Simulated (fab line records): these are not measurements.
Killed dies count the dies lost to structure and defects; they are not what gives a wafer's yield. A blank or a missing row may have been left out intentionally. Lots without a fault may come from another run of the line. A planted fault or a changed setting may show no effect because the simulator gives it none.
Comparing a struck lot with a sound one -- flow gf180mcu -- 34 steps out of a route of 602
Sound: these wafers, L569.1, L569.3, L569.5. Struck: wafers L589.3, L589.4, L589.6. Last of all comes the cause.
At each step with rows: each side's tool, then ch and its chambers, then its first start. Under that, the readings that differ: sound wafers -- struck wafers -- difference of the means -- sigmas: that difference in standard deviations of wafers without a fault.
alike: same words and numbers on both sides, and readings whose means sit less than 2 such deviations apart. not compared: any withheld reading, any reading some wafer has no value for, any bound like >300 that may hide the same value, and any number with overlapping values for which the record gives no deviation.
Wherever a step has rows on one side only, a row that says differs or no value, or a row with sigmas, the two part there. Numbers that have no deviation but don't overlap get no sigmas and don't part them. Lack of a reading on every wafer of one side parts them only where that side has two or more wafers.

GF_POLY_GATE_OVL_MEAS_11:
  sound: overlay-02 at day 9 07:53; struck: overlay-02 at day 15 05:45
  alike: POLY_GATE_OVL
GF_POLY_GATE_ETCH_12: etches BARC in N2/H2.
  sound on rieDiel-03 ch 0,1,3, day 9 07:56; struck on rieDiel-03 ch 2,3, day 15 05:47
  alike: drypumpMotorCurrentA, oesProductAu, throttleValvePct
GF_POLY_GATE_ETCH_13: etches poly-Si in HBr/Cl2, stops on SiO2, target depth 198.5 nm, time 69.6 s.
  sound on rieSi-02 ch 0,2,3, day 9 07:59; struck on rieSi-01 ch 1,2, day 15 05:50
  alike: drypumpMotorCurrentA, oesProductAu, throttleValvePct
  not compared: rfHoursCounterH
GF_POLY_GATE_STRIP_14: strips in O2/N2.
  sound on plasmaAsher-04 ch 1, day 9 08:02; struck on plasmaAsher-01 ch 0,1, day 15 05:55
  alike: drypumpMotorCurrentA, heaterPowerW, oesProductAu
  not compared: rfHoursCounterH
then, 2 steps without rows for these wafers: GF_POLY_GATE_CLEAN_15 (cleans in SC1/SC2, time 150 s); GF_POLY_GATE_OXIDATION_16 (stabilise 600 s, purge 300 s, target thk 4 nm).
GF_POLY_GATE_THK_MEAS_17:
  sound: filmMetro-02 at day 9 09:37; struck: filmMetro-02 at day 15 07:55
  alike: POLY_GATE_OXIDATION_THK
GF_POLY_GATE_CD_MEAS_18:
  sound: cdSem-02 at day 9 09:41; struck: cdSem-02 at day 15 08:01
  alike: cdNm
then, 4 steps without rows for these wafers: GF_HV_LDD_DEHYDRATE_00 (time 60 s); GF_HV_LDD_HMDS_01 (prime time 60 s); GF_HV_LDD_COAT_02 (resist thk 1000 nm); GF_HV_LDD_SOFTBAKE_03 (time 60 s).
GF_HV_LDD_EXPOSE_04: exposes mask Nplus LV AREA, target cd 400 nm.
  sound on ilineStepper-01 ch 0, day 9 18:46; struck on ilineStepper-01 ch 0, day 15 19:05
reading,sound,struck,difference,sigmas
mask,Nplus_LV_AREA#0 Nplus_LV_AREA#0 Nplus_LV_AREA#0,Pplus_LV_AREA#0 Pplus_LV_AREA#0 Pplus_LV_AREA#0,differs,
then, 2 steps without rows for these wafers: GF_HV_LDD_PEB_05; GF_HV_LDD_DEVELOP_06 (develop time 60 s).
GF_HV_LDD_CD_MEAS_07 targets a cd of 400 nm.
  sound: cdSem-02 at day 10 02:43; struck: cdSem-02 at day 16 06:34
reading,sound,struck,difference,sigmas
cdNm (nm),399.4 401.6 402.0,- - -,no value on the struck wafers,
GF_HV_LDD_OVL_MEAS_08:
  sound: overlay-01 at day 10 02:50; struck: overlay-02 at day 16 06:39
reading,sound,struck,difference,sigmas
HV_LDD_OVL (nm),-0.1 -0.7 0.6,- - -,no value on the struck wafers,
after that, 1 step had no rows for these wafers: GF_HV_LDD_IMPLANT_09.
GF_HV_LDD_STRIP_10: strips in O2/N2.
  sound on plasmaAsher-01 ch 0,1, day 10 03:02; struck on plasmaAsher-02 ch 0,1, day 16 06:52
reading,sound,struck,difference,sigmas
heaterPowerW (W),337 374 374,279 307 287,-71,-2
stripTimeToEndpointS (s),12.69 12.66 12.65,12.56 12.57 12.59,-0.09,-3
  alike: drypumpMotorCurrentA, oesProductAu
  not compared: rfHoursCounterH
GF_HV_LDD_TW_MEAS_11:
  sound: filmMetro-02 at day 10 03:08; struck: filmMetro-03 at day 16 06:56
reading,sound,struck,difference,sigmas
HV_LDD_TW,2395 2393 2392,30 30 30,-2363,-99 or more
then, 7 steps without rows for these wafers: GF_HV_LDD_DEHYDRATE_12 (time 60 s); GF_HV_LDD_HMDS_13 (prime time 60 s); GF_HV_LDD_COAT_14 (resist thk 1000 nm); GF_HV_LDD_SOFTBAKE_15 (time 60 s); GF_HV_LDD_EXPOSE_16 (exposes mask Pplus LV AREA, target cd 400 nm); GF_HV_LDD_PEB_17; GF_HV_LDD_DEVELOP_18 (develop time 60 s).
GF_HV_LDD_CD_MEAS_19 targets a cd of 400 nm.
  sound: cdSem-01 at day 10 20:52; struck: cdSem-02 at day 17 05:25
reading,sound,struck,difference,sigmas
cdNm (nm),404.8 402.7 403.5,399.7 398.6 399.5,-4.4,-2
GF_HV_LDD_OVL_MEAS_20:
  sound: overlay-01 at day 10 20:59; struck: overlay-02 at day 17 05:30
  alike: HV_LDD_01_OVL
after that, 1 step had no rows for these wafers: GF_HV_LDD_IMPLANT_21.
GF_HV_LDD_STRIP_22: strips in O2/N2.
  sound on plasmaAsher-02 ch 0,1, day 10 21:11; struck on plasmaAsher-01 ch 0,1, day 17 05:43
  alike: drypumpMotorCurrentA, heaterPowerW, oesProductAu, stripTimeToEndpointS
  not compared: rfHoursCounterH
GF_HV_LDD_TW_MEAS_23:
  sound: filmMetro-01 at day 10 21:17; struck: filmMetro-01 at day 17 05:47
reading,sound,struck,difference,sigmas
HV_LDD_2_TW,1051 1049 1056,2447 2447 2455,+1398,+99 or more
then, 1 step without rows for these wafers: GF_HV_LDD_DEHYDRATE_24 (time 60 s).
-- here the record skips 17 days between the struck wafers' starts before and after, leaving off in module HV_LDD and picking up in module PASSIVATION (first step shown: number 602 of the route) --
GF_PASSIVATION_PROBE_99:
  record: rows for the struck wafers here (prober-02, day 34 17:35), none for the sound ones

## WHERE THEY PART
Earliest at GF_HV_LDD_EXPOSE_04; latest, in this record, at GF_PASSIVATION_PROBE_99.

WHY: whatever the simulator had introduced
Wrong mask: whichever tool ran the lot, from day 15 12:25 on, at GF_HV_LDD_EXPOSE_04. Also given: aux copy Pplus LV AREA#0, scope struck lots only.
